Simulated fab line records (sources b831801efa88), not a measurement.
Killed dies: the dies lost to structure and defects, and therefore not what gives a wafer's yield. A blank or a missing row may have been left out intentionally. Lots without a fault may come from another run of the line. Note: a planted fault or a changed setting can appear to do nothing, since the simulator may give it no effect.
A struck lot beside a sound one ; flow sky130 ; 31 steps out of a route of 708
Sound: the wafers L132.2, L132.3, L132.6. The struck wafers were L149.3, L149.4, L149.5. Last of all comes the cause.
For every step that has rows: the tool of each side, followed by ch and its chambers, followed by its first start. Under that, the readings that differ: sound wafers ; struck wafers ; difference of the means ; sigmas: that difference in standard deviations of wafers without a fault.
alike: same words and numbers on both sides, and readings whose means sit less than 2 such deviations apart. not compared: any withheld reading, any reading some wafer has no value for, any bound like >300 that may hide the same value, and any number with overlapping values for which the record gives no deviation.
Wherever a step has rows on one side only, a row that says differs or no value, or a row with sigmas, the two part there. Numbers that have no deviation but don't overlap get no sigmas and don't part them. A reading missing from all wafers of one side parts the sides only when that side holds two or more wafers.

SKY_LI_CONTACT_OVL_MEAS_13:
  sound on overlay-02 at day 30 00:20; struck on overlay-02 at day 36 08:45
  alike: LI_CONTACT_OVL
SKY_LI_CONTACT_ETCH_14: etches BARC in N2/H2, stops on SiO2, time 45.9 s, target depth 60 nm.
  sound on rie-diel-01 ch 0,2, day 30 00:22; struck on rie-diel-04 ch 0,3, day 36 08:47
  alike: drypump-motor-current-A, oes-product-au, throttle-valve-pct
  not compared: rf-hours-counter-h
then, 4 steps without rows for these wafers: SKY_LI_CONTACT_ETCH_15 (etches PSG in C4F8/O2/Ar, stops on Si, target depth 600 nm); SKY_LI_CONTACT_STRIP_16 (strips in O2/N2); SKY_LI_CONTACT_CLEAN_17 (cleans in NMP, time 600 s); SKY_LI_CONTACT_PRE_CLEAN_18 (time 5.6 s).
SKY_LI_CONTACT_SPUTTER_19: material Ti, target thk 20 nm, time 106.37 s.
  sound on pvd-sputter-03 at day 30 00:52; struck on pvd-sputter-03 at day 36 09:12
  alike: throttle-valve-pct
SKY_LI_CONTACT_SPUTTER_20: material TiN, target thk 20 nm, time 80 s.
  sound on pvd-sputter-03 at day 30 00:56; struck on pvd-sputter-03 at day 36 09:17
  alike: throttle-valve-pct
SKY_LI_CONTACT_CVD_21: deposits W, target thk 400 nm, time 120.56 s.
  sound on cvd-w-01 ch 0,1, day 30 00:59; struck on cvd-w-02 ch 1, day 36 09:25
  alike: chamber-pressure-Torr, heater-power-w
SKY_LI_CONTACT_RS_MEAS_22: measures by four-point-probe.
  sound on film-metro-04 at day 30 01:08; struck on film-metro-02 at day 36 09:38
  alike: LI_CONTACT_W_RS
SKY_LI_CONTACT_THK_MEAS_23: measures by xrf.
  sound on film-metro-04 at day 30 01:15; struck on film-metro-02 at day 36 09:44
  alike: LI_CONTACT_W_THK
SKY_LI_CONTACT_CMP_24: polishes, stops on PSG, t overpolish 20 s, target thk 0 nm.
  sound on cmp-01 ch 0,1,3, day 30 01:18; struck on cmp-01 ch 0,1, day 36 09:46
  alike: edge-zone-pressure-frac, motor-current-A, overpolish-run-s, slurry-flow-ml-min, time-to-endpoint-s
SKY_LOCAL_INTERCONNECT_SPUTTER_00: material TiN, target thk 100 nm, time 83.3 s.
  sound on pvd-sputter-02 at day 30 01:36; struck on pvd-sputter-02 at day 36 10:04
reading;sound;struck;difference;sigmas
model.TiN_of_LOCAL_INTERCONNECT_SPUTTER_00.thk-nm (nm);98.66 100.4 98.49;109.8 108.7 109.7;+10.2;
  alike: throttle-valve-pct
SKY_LOCAL_INTERCONNECT_RS_MEAS_01: measures by four-point-probe.
  sound on film-metro-03 at day 30 01:41; struck on film-metro-03 at day 36 10:10
reading;sound;struck;difference;sigmas
LOCAL_INTERCONNECT_TIN_RS (ohm/sq);14.37 14.08 14.39;12.85 12.98 12.82;-1.40;-9
SKY_LOCAL_INTERCONNECT_THK_MEAS_02: measures by xrf.
  sound on film-metro-03 at day 30 01:47; struck on film-metro-03 at day 36 10:16
reading;sound;struck;difference;sigmas
LOCAL_INTERCONNECT_TIN_THK (nm);98.5 100.4 98.0;109.1 108.1 108.9;+9.7;+9
then, 8 steps without rows for these wafers: SKY_LOCAL_INTERCONNECT_DEHYDRATE_03 (time 60 s); SKY_LOCAL_INTERCONNECT_HMDS_04 (prime time 60 s); SKY_LOCAL_INTERCONNECT_COAT_05 (resist thk 60 nm); SKY_LOCAL_INTERCONNECT_COAT_06 (resist thk 450 nm); SKY_LOCAL_INTERCONNECT_SOFTBAKE_07 (time 90 s); SKY_LOCAL_INTERCONNECT_EXPOSE_08 (exposes mask LI1M, target cd 170 nm); SKY_LOCAL_INTERCONNECT_PEB_09; SKY_LOCAL_INTERCONNECT_DEVELOP_10 (develop time 60 s).
SKY_LOCAL_INTERCONNECT_CD_MEAS_11: target cd 170 nm.
  sound on cd-sem-01 at day 31 05:48; struck on cd-sem-02 at day 37 12:10
  alike: cd-nm
SKY_LOCAL_INTERCONNECT_OVL_MEAS_12:
  sound on overlay-02 at day 31 05:54; struck on overlay-01 at day 37 12:16
  alike: LOCAL_INTERCONNECT_OVL
then, 1 step without rows for these wafers: SKY_LOCAL_INTERCONNECT_ETCH_13 (etches BARC in N2/H2, stops on SiO2, time 45.9 s, target depth 60 nm).
SKY_LOCAL_INTERCONNECT_METAL_ETCH_14: etches TiN in Cl2/BCl3, stops on PSG, target depth 110 nm, time 31.4 s.
  sound on rie-metal-04 ch 0,1, day 31 05:59; struck on rie-metal-01 ch 0,1, day 37 12:22
reading;sound;struck;difference;sigmas
oes-product-au (a.u.);0.928 0.938 0.926;0.989 0.980 0.992;+0.056;+7
throttle-valve-pct (%);21.899 21.912 21.899;21.872 21.880 21.878;-0.027;-3
  alike: drypump-motor-current-A
  not compared: rf-hours-counter-h
then, 1 step without rows for these wafers: SKY_LOCAL_INTERCONNECT_STRIP_15 (strips in O2/N2).
SKY_LOCAL_INTERCONNECT_STRIP_16: strips in post etch residue remover, time 1200 s.
  sound on wet-bench-04 ch 1, day 31 06:09; struck on wet-bench-01 ch 3, day 37 12:30
reading;sound;struck;difference;sigmas
model.TiN_of_LOCAL_INTERCONNECT_SPUTTER_00.thk-nm (nm);98.24 99.96 98.07;109.3 108.3 109.3;+10.2;
then, 1 step without rows for these wafers: SKY_LOCAL_INTERCONNECT_CLEAN_17 (cleans in IPA, time 180 s).
-- the record jumps here: 14 days lie between the struck wafers' starts before and after (it left off in module LOCAL_INTERCONNECT and takes up again in module PAD_OPEN, whose first step shown is number 708 of the route) --
SKY_PAD_OPEN_PROBE_99:
  rows exist in the record for the struck wafers here (prober-02, day 51 02:14), but not for the sound ones

WHERE THEY PART
At SKY_LOCAL_INTERCONNECT_RS_MEAS_01 first; at SKY_PAD_OPEN_PROBE_99 last (within this record only).

WHY: whatever the simulator had introduced
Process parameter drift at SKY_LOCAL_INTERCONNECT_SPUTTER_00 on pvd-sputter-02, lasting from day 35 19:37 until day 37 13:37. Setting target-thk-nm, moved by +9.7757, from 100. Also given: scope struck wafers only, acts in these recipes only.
